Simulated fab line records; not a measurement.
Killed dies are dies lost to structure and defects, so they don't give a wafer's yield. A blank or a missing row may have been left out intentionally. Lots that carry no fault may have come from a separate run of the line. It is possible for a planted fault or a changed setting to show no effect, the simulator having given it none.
Chamber matching	flow sky130	SKY_FIELD_ISO_ETCH_15 on rieDiel-01 has 4 sister chambers
The step etches the open film in CHF3/O2, stops on Si, target depth 180 nm, time 72 s. 16 wafers are shown with their chamber, then 8 later ones without.

EACH WAFER AND ITS CHAMBER
wafer	chamber	throttleValvePct (%)	oesProductAu (a.u.)
L075.3	1	8.838	0.940
L075.5	3	8.837	0.953
L075.6	0	8.845	0.945
L076.1	3	8.851	0.933
L076.2	1	8.855	0.944
L076.6	2	8.860	0.939
L079.2	3	8.838	0.951
L079.3	2	8.854	0.950
L079.5	1	8.851	0.954
L081.1	0	8.840	0.949
L081.4	3	8.855	0.944
L081.5	0	8.838	0.945
L087.1	1	8.840	0.933
L087.3	2	8.845	0.942
L087.6	2	8.850	0.942
L088.3	3	8.829	0.936

SIGNATURES (means of the wafers above)
reading	chamber 0	chamber 1	chamber 2	chamber 3	scatter within a chamber
throttleValvePct	8.84100	8.84600	8.85225	8.84200	0.00823
oesProductAu	0.94633	0.94275	0.94325	0.94340	0.0072
Rule: distance of a wafer from a chamber = root of the sum over the readings of ((wafer's reading minus chamber's mean) / reading's scatter) squared. If the next closest chamber is less than 2 further off than the closest, the wafer can't be placed; otherwise it belongs to the closest. How the scatter is found: for the shown wafers, subtract from each reading the mean of its chamber, square and add these, divide the total by (wafers less chambers), then take the root.

WAFERS WITHOUT THEIR CHAMBER
wafer	throttleValvePct (%)	oesProductAu (a.u.)
L088.5	8.834	0.938
L088.6	8.852	0.935
L093.3	8.854	0.942
L093.4	8.860	0.944
L093.6	8.834	0.940
L097.1	8.835	0.946
L097.4	8.846	0.947
L097.5	8.848	0.942

WHICH CHAMBER EACH WENT THROUGH
wafer	from the rows above	in truth
L088.5	can't be placed: 3 or 0 or 1 or 2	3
L088.6	can't be placed: 2 or 1 or 3 or 0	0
L093.3	can't be placed: 2 or 1 or 3 or 0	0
L093.4	can't be placed: 2 or 1 or 3 or 0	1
L093.6	can't be placed: 3 or 0 or 1 or 2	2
L097.1	can't be placed: 0 or 3 or 1 or 2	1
L097.4	can't be placed: 1 or 0 or 3 or 2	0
L097.5	can't be placed: 1 or 2 or 3 or 0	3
Correctly placed: 0 of 8. From these rows, 8 cannot be placed; in 8 the true chamber is one of the candidates. Number placed wrongly: 0.
